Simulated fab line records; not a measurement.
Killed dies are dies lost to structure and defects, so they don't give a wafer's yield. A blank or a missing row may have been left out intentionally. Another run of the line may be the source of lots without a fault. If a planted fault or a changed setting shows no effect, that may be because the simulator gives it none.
What tool caused it? || flow sky130 || 13 lots with 39 wafers sampled at 4 steps, on a route of 708 steps

WHAT THE GAUGES SHOWED, per wafer
No reading from a measuring or inspecting step in the record can be judged against a usual standard deviation.

WHAT TOOL EACH LOT RAN ON (gives the tool, then ch and the chambers of the sampled wafers, and finally the start)
{"lot": "L850", "SKY_SONOS_TUNNEL_SOFTBAKE_03": "litho-track-03 ch 0, day 11 09:04", "SKY_CONTACT_CMP_04": "cmp-01 ch 0,1,3, day 30 22:07", "SKY_METAL1_DESCUM_17": "rie-metal-04 ch 1, day 33 06:20", "SKY_VIA1_CVD_21": "cvd-w-01 ch 0,1, day 34 10:44"}
{"lot": "L852", "SKY_SONOS_TUNNEL_SOFTBAKE_03": "litho-track-03 ch 0, day 11 17:49", "SKY_CONTACT_CMP_04": "cmp-01 ch 1,2, day 31 09:44", "SKY_METAL1_DESCUM_17": "rie-metal-01 ch 0,1, day 33 17:21", "SKY_VIA1_CVD_21": "cvd-w-01 ch 0,1, day 34 22:29"}
{"lot": "L853", "SKY_SONOS_TUNNEL_SOFTBAKE_03": "litho-track-02 ch 0, day 12 01:54", "SKY_CONTACT_CMP_04": "cmp-01 ch 0,2,3, day 31 17:08", "SKY_METAL1_DESCUM_17": "rie-metal-04 ch 0,1, day 34 00:53", "SKY_VIA1_CVD_21": "cvd-w-02 ch 0,1, day 35 05:49"}
{"lot": "L854", "SKY_SONOS_TUNNEL_SOFTBAKE_03": "litho-track-01 ch 0, day 12 11:52", "SKY_CONTACT_CMP_04": "cmp-02 ch 1,2,3, day 32 02:08", "SKY_METAL1_DESCUM_17": "rie-metal-03 ch 0,1, day 34 09:17", "SKY_VIA1_CVD_21": "cvd-w-02 ch 0,1, day 35 14:23"}
{"lot": "L855", "SKY_SONOS_TUNNEL_SOFTBAKE_03": "litho-track-02 ch 0, day 12 16:39", "SKY_CONTACT_CMP_04": "cmp-02 ch 0,1, day 32 11:23", "SKY_METAL1_DESCUM_17": "rie-metal-03 ch 0,1, day 34 18:12", "SKY_VIA1_CVD_21": "cvd-w-02 ch 0, day 35 22:20"}
{"lot": "L856", "SKY_SONOS_TUNNEL_SOFTBAKE_03": "litho-track-03 ch 0, day 13 00:14", "SKY_CONTACT_CMP_04": "cmp-01 ch 0,1,2, day 33 06:10", "SKY_METAL1_DESCUM_17": "rie-metal-01 ch 0,1, day 35 14:00", "SKY_VIA1_CVD_21": "cvd-w-01 ch 0,1, day 36 18:41"}
{"lot": "L857", "SKY_SONOS_TUNNEL_SOFTBAKE_03": "litho-track-02 ch 0, day 13 06:04", "SKY_CONTACT_CMP_04": "cmp-02 ch 0,1, day 33 08:36", "SKY_METAL1_DESCUM_17": "rie-metal-03 ch 0,1, day 35 16:08", "SKY_VIA1_CVD_21": "cvd-w-02 ch 1, day 36 20:49"}
{"lot": "L858", "SKY_SONOS_TUNNEL_SOFTBAKE_03": "litho-track-01 ch 0, day 13 16:05", "SKY_CONTACT_CMP_04": "cmp-02 ch 1,2,3, day 33 10:08", "SKY_METAL1_DESCUM_17": "rie-metal-04 ch 0,1, day 35 17:15", "SKY_VIA1_CVD_21": "cvd-w-01 ch 0,1, day 36 21:26"}
{"lot": "L865", "SKY_SONOS_TUNNEL_SOFTBAKE_03": "litho-track-02 ch 0, day 15 18:30", "SKY_CONTACT_CMP_04": "cmp-02 ch 0,1,2, day 35 14:10", "SKY_METAL1_DESCUM_17": "rie-metal-04 ch 0, day 37 19:57", "SKY_VIA1_CVD_21": "cvd-w-01 ch 0, day 38 23:44"}
{"lot": "L867", "SKY_SONOS_TUNNEL_SOFTBAKE_03": "litho-track-02 ch 0, day 16 12:16", "SKY_CONTACT_CMP_04": "cmp-01 ch 2,3, day 36 07:02", "SKY_METAL1_DESCUM_17": "rie-metal-04 ch 0, day 38 13:18", "SKY_VIA1_CVD_21": "cvd-w-02 ch 0,1, day 39 16:14"}
{"lot": "L869", "SKY_SONOS_TUNNEL_SOFTBAKE_03": "litho-track-03 ch 0, day 17 03:55", "SKY_CONTACT_CMP_04": "cmp-02 ch 0,1,3, day 36 18:35", "SKY_METAL1_DESCUM_17": "rie-metal-04 ch 0,1, day 39 00:06", "SKY_VIA1_CVD_21": "cvd-w-02 ch 0,1, day 40 02:41"}
{"lot": "L870", "SKY_SONOS_TUNNEL_SOFTBAKE_03": "litho-track-01 ch 0, day 17 14:11", "SKY_CONTACT_CMP_04": "cmp-02 ch 0,1,2, day 37 03:22", "SKY_METAL1_DESCUM_17": "rie-metal-03 ch 0,1, day 39 09:24", "SKY_VIA1_CVD_21": "cvd-w-01 ch 0,1, day 40 11:40"}
{"lot": "L871", "SKY_SONOS_TUNNEL_SOFTBAKE_03": "litho-track-03 ch 0, day 18 00:01", "SKY_CONTACT_CMP_04": "cmp-02 ch 0,1,3, day 37 09:02", "SKY_METAL1_DESCUM_17": "rie-metal-01 ch 1, day 39 14:34", "SKY_VIA1_CVD_21": "cvd-w-02 ch 0,1, day 40 17:07"}
- SKY_SONOS_TUNNEL_SOFTBAKE_03: time 60 s.
- SKY_CONTACT_CMP_04: polishes SiO2.
- SKY_METAL1_DESCUM_17: chemistry O2, time 8 s.
- SKY_VIA1_CVD_21: deposits W, target thk 270 nm, time 80.902 s.

AS READ BY THE TOOLS THEMSELVES (means over the sampled wafers that have a number; for cases with no such wafer, the mark the record gives instead)
SKY_SONOS_TUNNEL_SOFTBAKE_03. Usual: chill-plate-temp-C 23.01 C, standard deviation 0.1; exhaust-pa 45.1 Pa, standard deviation 0.95; run-length-s 89.03 s, standard deviation 0.27.
{"lot": "L850", "tool": "litho-track-03", "chill-plate-temp-C (C)": 23.14, "exhaust-pa (Pa)": 45.8, "run-length-s (s)": 88.74, "flag": ""}
{"lot": "L852", "tool": "litho-track-03", "chill-plate-temp-C (C)": 23.06, "exhaust-pa (Pa)": 45.4, "run-length-s (s)": 88.65, "flag": ""}
{"lot": "L853", "tool": "litho-track-02", "chill-plate-temp-C (C)": 22.95, "exhaust-pa (Pa)": 45.1, "run-length-s (s)": 89.44, "flag": ""}
{"lot": "L854", "tool": "litho-track-01", "chill-plate-temp-C (C)": 23.04, "exhaust-pa (Pa)": 45.9, "run-length-s (s)": 88.91, "flag": ""}
{"lot": "L855", "tool": "litho-track-02", "chill-plate-temp-C (C)": 23.16, "exhaust-pa (Pa)": 44.9, "run-length-s (s)": 89.34, "flag": ""}
{"lot": "L856", "tool": "litho-track-03", "chill-plate-temp-C (C)": 23.03, "exhaust-pa (Pa)": 45.6, "run-length-s (s)": 88.66, "flag": ""}
{"lot": "L857", "tool": "litho-track-02", "chill-plate-temp-C (C)": 22.98, "exhaust-pa (Pa)": 43.9, "run-length-s (s)": 89.35, "flag": ""}
{"lot": "L858", "tool": "litho-track-01", "chill-plate-temp-C (C)": 22.97, "exhaust-pa (Pa)": 45.9, "run-length-s (s)": 89.00, "flag": ""}
{"lot": "L865", "tool": "litho-track-02", "chill-plate-temp-C (C)": 22.99, "exhaust-pa (Pa)": 44.5, "run-length-s (s)": 104.52, "flag": "OFF"}
{"lot": "L867", "tool": "litho-track-02", "chill-plate-temp-C (C)": 23.12, "exhaust-pa (Pa)": 44.8, "run-length-s (s)": 104.43, "flag": "OFF"}
{"lot": "L869", "tool": "litho-track-03", "chill-plate-temp-C (C)": 23.01, "exhaust-pa (Pa)": 46.2, "run-length-s (s)": 88.64, "flag": ""}
{"lot": "L870", "tool": "litho-track-01", "chill-plate-temp-C (C)": 23.10, "exhaust-pa (Pa)": 44.4, "run-length-s (s)": 89.06, "flag": ""}
{"lot": "L871", "tool": "litho-track-03", "chill-plate-temp-C (C)": 23.05, "exhaust-pa (Pa)": 45.4, "run-length-s (s)": 88.72, "flag": ""}

SKY_CONTACT_CMP_04. Usual: motor-current-A 11.9 A, standard deviation 1.1; time-to-endpoint-s 83 s, standard deviation 4.
{"lot": "L850", "tool": "cmp-01", "motor-current-A (A)": 11.8, "time-to-endpoint-s (s)": 85, "flag": ""}
{"lot": "L852", "tool": "cmp-01", "motor-current-A (A)": 11.2, "time-to-endpoint-s (s)": 86, "flag": ""}
{"lot": "L853", "tool": "cmp-01", "motor-current-A (A)": 12.6, "time-to-endpoint-s (s)": 84, "flag": ""}
{"lot": "L854", "tool": "cmp-02", "motor-current-A (A)": 12.5, "time-to-endpoint-s (s)": 82, "flag": ""}
{"lot": "L855", "tool": "cmp-02", "motor-current-A (A)": 12.9, "time-to-endpoint-s (s)": 81, "flag": ""}
{"lot": "L856", "tool": "cmp-01", "motor-current-A (A)": 12.1, "time-to-endpoint-s (s)": 82, "flag": ""}
{"lot": "L857", "tool": "cmp-02", "motor-current-A (A)": 11.7, "time-to-endpoint-s (s)": 83, "flag": ""}
{"lot": "L858", "tool": "cmp-02", "motor-current-A (A)": 11.9, "time-to-endpoint-s (s)": 77, "flag": ""}
{"lot": "L865", "tool": "cmp-02", "motor-current-A (A)": 11.9, "time-to-endpoint-s (s)": 79, "flag": ""}
{"lot": "L867", "tool": "cmp-01", "motor-current-A (A)": 12.4, "time-to-endpoint-s (s)": 87, "flag": ""}
{"lot": "L869", "tool": "cmp-02", "motor-current-A (A)": 11.8, "time-to-endpoint-s (s)": 86, "flag": ""}
{"lot": "L870", "tool": "cmp-02", "motor-current-A (A)": 12.1, "time-to-endpoint-s (s)": 82, "flag": ""}
{"lot": "L871", "tool": "cmp-02", "motor-current-A (A)": 11.9, "time-to-endpoint-s (s)": 80, "flag": ""}

SKY_METAL1_DESCUM_17. Usual: drypump-motor-current-A 5.8 A, standard deviation 0.45; oes-product-au 1.003 a.u., standard deviation 0.007.
{"lot": "L850", "tool": "rie-metal-04", "drypump-motor-current-A (A)": 5.8, "oes-product-au (a.u.)": 0.998, "flag": ""}
{"lot": "L852", "tool": "rie-metal-01", "drypump-motor-current-A (A)": 6.4, "oes-product-au (a.u.)": 0.999, "flag": ""}
{"lot": "L853", "tool": "rie-metal-04", "drypump-motor-current-A (A)": 5.9, "oes-product-au (a.u.)": 1.006, "flag": ""}
{"lot": "L854", "tool": "rie-metal-03", "drypump-motor-current-A (A)": 5.3, "oes-product-au (a.u.)": 1.005, "flag": ""}
{"lot": "L855", "tool": "rie-metal-03", "drypump-motor-current-A (A)": 5.3, "oes-product-au (a.u.)": 0.999, "flag": ""}
{"lot": "L856", "tool": "rie-metal-01", "drypump-motor-current-A (A)": 6.2, "oes-product-au (a.u.)": 0.992, "flag": ""}
{"lot": "L857", "tool": "rie-metal-03", "drypump-motor-current-A (A)": 5.6, "oes-product-au (a.u.)": 1.000, "flag": ""}
{"lot": "L858", "tool": "rie-metal-04", "drypump-motor-current-A (A)": 5.8, "oes-product-au (a.u.)": 1.008, "flag": ""}
{"lot": "L865", "tool": "rie-metal-04", "drypump-motor-current-A (A)": 5.9, "oes-product-au (a.u.)": 1.008, "flag": ""}
{"lot": "L867", "tool": "rie-metal-04", "drypump-motor-current-A (A)": 5.9, "oes-product-au (a.u.)": 1.005, "flag": ""}
{"lot": "L869", "tool": "rie-metal-04", "drypump-motor-current-A (A)": 5.9, "oes-product-au (a.u.)": 1.008, "flag": ""}
{"lot": "L870", "tool": "rie-metal-03", "drypump-motor-current-A (A)": 5.4, "oes-product-au (a.u.)": 1.009, "flag": ""}
{"lot": "L871", "tool": "rie-metal-01", "drypump-motor-current-A (A)": 6.6, "oes-product-au (a.u.)": 1.004, "flag": ""}

SKY_VIA1_CVD_21. Usual: heater-power-w 813 W, standard deviation 100; susceptor-temp-C 399.99 C, standard deviation 0.22.
{"lot": "L850", "tool": "cvd-w-01", "heater-power-w (W)": 927, "susceptor-temp-C (C)": 399.85, "flag": ""}
{"lot": "L852", "tool": "cvd-w-01", "heater-power-w (W)": 904, "susceptor-temp-C (C)": 399.98, "flag": ""}
{"lot": "L853", "tool": "cvd-w-02", "heater-power-w (W)": 767, "susceptor-temp-C (C)": 400.01, "flag": ""}
{"lot": "L854", "tool": "cvd-w-02", "heater-power-w (W)": 702, "susceptor-temp-C (C)": 400.23, "flag": ""}
{"lot": "L855", "tool": "cvd-w-02", "heater-power-w (W)": 638, "susceptor-temp-C (C)": 400.13, "flag": ""}
{"lot": "L856", "tool": "cvd-w-01", "heater-power-w (W)": 917, "susceptor-temp-C (C)": 399.98, "flag": ""}
{"lot": "L857", "tool": "cvd-w-02", "heater-power-w (W)": 828, "susceptor-temp-C (C)": 400.04, "flag": ""}
{"lot": "L858", "tool": "cvd-w-01", "heater-power-w (W)": 873, "susceptor-temp-C (C)": 399.66, "flag": ""}
{"lot": "L865", "tool": "cvd-w-01", "heater-power-w (W)": 826, "susceptor-temp-C (C)": 399.95, "flag": ""}
{"lot": "L867", "tool": "cvd-w-02", "heater-power-w (W)": 730, "susceptor-temp-C (C)": 399.96, "flag": ""}
{"lot": "L869", "tool": "cvd-w-02", "heater-power-w (W)": 735, "susceptor-temp-C (C)": 399.89, "flag": ""}
{"lot": "L870", "tool": "cvd-w-01", "heater-power-w (W)": 873, "susceptor-temp-C (C)": 400.07, "flag": ""}
{"lot": "L871", "tool": "cvd-w-02", "heater-power-w (W)": 763, "susceptor-temp-C (C)": 399.99, "flag": ""}

THE ANSWER, worked out from the rows above alone
Rule: lot off if the mean of its wafers having a number is beyond 3 standard deviations from the usual mean. Also off: a lot with no number at a reading for which 4 or more lots have one. The other lots that the step has rows for count as sound. Order of review: gauges by route order, followed by the tools' own readings, for which a lot's mean as printed above is used. The first step at which some lot is off is used, and at that step the reading that is off furthest; a lot without a number counts as furthest.
Off at SKY_SONOS_TUNNEL_SOFTBAKE_03 (run-length-s): L865, L867.
A tool fits if, at that step or a process step before it, it ran every lot that is off, and no sound lot after the first of them. One candidate fits, namely litho-track-02 at SKY_SONOS_TUNNEL_SOFTBAKE_03. A fault onset in the window from L857 (day 13 06:04, its last sound lot) to L865 (day 15 18:30, its first lot off) fits.
On the lots that are off, the tool's own readings at SKY_SONOS_TUNNEL_SOFTBAKE_03 differ by more than 5 times the standard deviation of the sound lots' means, which bears it out; run-length-s reads 104.47 s there versus 88.96 s on the sound lots.

WHAT THE SIMULATOR HAD INSERTED
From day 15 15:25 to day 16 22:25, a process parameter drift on litho-track-02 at SKY_SONOS_TUNNEL_SOFTBAKE_03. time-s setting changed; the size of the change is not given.
Struck lots among those shown: L865, L867. The rule above reached the same finding.
